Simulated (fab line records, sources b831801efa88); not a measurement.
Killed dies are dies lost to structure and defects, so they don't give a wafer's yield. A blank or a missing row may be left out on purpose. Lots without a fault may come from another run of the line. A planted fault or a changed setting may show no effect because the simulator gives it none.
A struck lot beside a sound one | flow sky130 | 35 steps out of a route of 708
Sound: wafers L785.1, L785.5, L785.6. Struck: wafers L794.3, L794.5, L794.6. The cause comes at the end.
At each step with rows: each side's tool, then ch and its chambers, then its first start. Under that, the readings that differ: sound wafers | struck wafers | difference of the means | sigmas: that difference in standard deviations of wafers without a fault.
alike: readings whose means differ by less than 2 such deviations, and words and numbers that are the same on both sides. not compared: withheld readings, readings that some wafer has no value for, bounds like >300 that may hide the same value, and numbers for which the record gives no deviation and whose values overlap.
The two part at a step that has a row with sigmas, a row that says differs or no value, or rows on one side only. Numbers that don't overlap but have no deviation are shown without sigmas and don't part them. A reading that every wafer of one side lacks parts them only if that side has two wafers or more.

first, 4 steps without rows for these wafers: SKY_METAL5_SOFTBAKE_10 (time 60 s); SKY_METAL5_EXPOSE_11 (exposes mask MM5, target cd 1600 nm); SKY_METAL5_PEB_12; SKY_METAL5_DEVELOP_13 (develop time 60 s).
SKY_METAL5_DESCUM_14: chemistry O2, time 11 s.
  sound on rie_metal-01 ch 0,1, day 44 12:37; struck on rie_metal-03 ch 1, day 47 04:50
  alike: chamber_pressure_mTorr, drypump_motor_current_A, he_backside_leak_sccm, oes_product_au
  not compared: rf_hours_counter_h
SKY_METAL5_METAL_ETCH_15: etches the open film in Cl2/BCl3, stops on SiO2, target depth 1260 nm, time 252 s.
  sound on rie_metal-01 ch 0,1, day 44 12:39; struck on rie_metal-03 ch 1, day 47 05:02
  alike: chamber_pressure_mTorr, drypump_motor_current_A, he_backside_leak_sccm, oes_product_au, throttle_valve_pct
  not compared: rf_hours_counter_h
SKY_METAL5_STRIP_16: strips in O2/N2.
  sound on plasma_asher-04 ch 0,1, day 44 12:53; struck on plasma_asher-04 ch 0,1, day 47 05:23
  alike: chamber_pressure_mTorr, drypump_motor_current_A, oes_product_au, strip_time_to_endpoint_s
  not compared: rf_hours_counter_h
then, 3 steps without rows for these wafers: SKY_METAL5_STRIP_17 (strips in post etch residue remover, time 1200 s); SKY_METAL5_CLEAN_18 (cleans in IPA, time 180 s); SKY_METAL5_CLEAN_19 (cleans in O3/DIW).
SKY_PASSIVATION_CVD_00: deposits SiO2, target thk 90 nm.
  sound on pecvd-01 ch 0,1,2, day 44 13:40; struck on pecvd-02 ch 1,2, day 47 05:56
  alike: heater_power_w
SKY_PASSIVATION_THK_MEAS_01:
  sound on film_metro-01, day 44 13:41; struck on film_metro-03, day 47 05:59
  alike: PASSIVATION_CVD_00_THK
SKY_PASSIVATION_CVD_02: deposits Si3N4, target thk 540 nm.
  sound on pecvd-04 ch 0,1,2, day 44 13:45; struck on pecvd-04 ch 0,2, day 47 06:01
  reading                                       | sound             | struck            | difference | sigmas
  model.Si3N4_of_PASSIVATION_CVD_02.thk_nm (nm) | 542.4 548.4 542.7 | 650.3 650.3 657.8 | +108.3     |
  alike: heater_power_w
SKY_PASSIVATION_THK_MEAS_03:
  sound on film_metro-01, day 44 13:58; struck on film_metro-03, day 47 06:16
  reading                     | sound       | struck      | difference | sigmas
  PASSIVATION_CVD_02_THK (nm) | 543 548 543 | 651 650 657 | +108       | +18
then, 7 steps without rows for these wafers: SKY_PASSIVATION_DEHYDRATE_04 (time 60 s); SKY_PASSIVATION_HMDS_05 (prime time 60 s); SKY_PASSIVATION_COAT_06 (resist thk 3000 nm); SKY_PASSIVATION_SOFTBAKE_07; SKY_PASSIVATION_EXPOSE_08 (exposes mask NSM, target cd 3000 nm); SKY_PASSIVATION_PEB_09; SKY_PASSIVATION_DEVELOP_10 (develop time 60 s).
SKY_PASSIVATION_ETCH_11: etches the open film in CF4/O2, stops on AlCu, target depth 725 nm, time 161.1 s.
  sound on rie_diel-04 ch 0,1, day 45 11:46; struck on rie_diel-04 ch 0,1,2, day 48 02:01
  reading                                 | sound             | struck            | difference | sigmas
  model.PASSIVATION.feature_depth_nm (nm) | 706.2 713.4 707.9 | 715.7 723.2 715.8 | +9.1       |
  model.etch.depth_nm (nm)                | 706.2 713.4 707.9 | 715.7 723.2 715.8 | +9.1       |
  alike: chamber_pressure_mTorr, drypump_motor_current_A, oes_product_au, throttle_valve_pct
  not compared: rf_hours_counter_h
SKY_PASSIVATION_STRIP_12: strips in O2/N2.
  sound on plasma_asher-02 ch 0,1, day 45 11:53; struck on plasma_asher-03 ch 0,1, day 48 02:10
  alike: chamber_pressure_mTorr, drypump_motor_current_A, oes_product_au, strip_time_to_endpoint_s
  not compared: rf_hours_counter_h
then, 7 steps without rows for these wafers: SKY_PAD_OPEN_DEHYDRATE_00 (time 60 s); SKY_PAD_OPEN_HMDS_01 (prime time 60 s); SKY_PAD_OPEN_COAT_02 (resist thk 3000 nm); SKY_PAD_OPEN_SOFTBAKE_03; SKY_PAD_OPEN_EXPOSE_04 (exposes mask PDM, target cd 60000 nm); SKY_PAD_OPEN_PEB_05; SKY_PAD_OPEN_DEVELOP_06 (develop time 60 s).
SKY_PAD_OPEN_ETCH_07: etches the open film in CF4/O2, stops on AlCu, target depth 725 nm, time 161.1 s.
  sound on rie_diel-01 ch 1,2, day 46 08:38; struck on rie_diel-03 ch 0,1,3, day 48 21:07
  reading                              | sound             | struck            | difference | sigmas
  oes_product_au (a.u.)                | 0.982 0.988 0.976 | 1.001 1.001 1.004 | +0.020     | +3
  throttle_valve_pct (%)               | 5.952 5.955 5.948 | 5.969 5.979 5.978 | +0.024     | +3
  model.etch.depth_nm (nm)             | 706.2 713.4 707.9 | 722 726.7 727.3   | +16        |
  model.PAD_OPEN.feature_depth_nm (nm) | 706.2 713.4 707.9 | 722 726.7 727.3   | +16        |
  alike: chamber_pressure_mTorr, drypump_motor_current_A
  not compared: rf_hours_counter_h
then, 1 step without rows for these wafers: SKY_PAD_OPEN_STRIP_08 (strips in O2/N2).
SKY_PAD_OPEN_STRIP_09: strips in post etch residue remover, time 1200 s.
  sound on wet_bench-01 ch 2, day 46 08:50; struck on wet_bench-03 ch 0, day 48 21:19
  reading                                       | sound           | struck            | difference | sigmas
  model.Si3N4_of_PASSIVATION_CVD_02.thk_nm (nm) | 542 548.1 542.3 | 649.9 649.9 657.5 | +108.3     |
then, 1 step without rows for these wafers: SKY_PAD_OPEN_CLEAN_10 (cleans in IPA, time 180 s).
SKY_PAD_OPEN_PROBE_99:
  sound on prober-01, day 46 10:58; struck on prober-02, day 48 23:32
  alike: defect_limited_yield, killed_at_M0_to_M3, killed_at_M4_up, killed_at_contacts, killed_at_front_end, killed_at_other, killed_dies, killed_open, killed_short, sort_bin_3_pad_short, sort_bin_5_function, sort_bin_6_memory, sort_n_pass, sort_yield_pct

WHERE THEY PART
First at SKY_PASSIVATION_THK_MEAS_03; last, within this record, at SKY_PAD_OPEN_ETCH_07. Later steps at which nothing parts them and some readings are alike: SKY_PAD_OPEN_PROBE_99.

WHY: what the simulator had put in
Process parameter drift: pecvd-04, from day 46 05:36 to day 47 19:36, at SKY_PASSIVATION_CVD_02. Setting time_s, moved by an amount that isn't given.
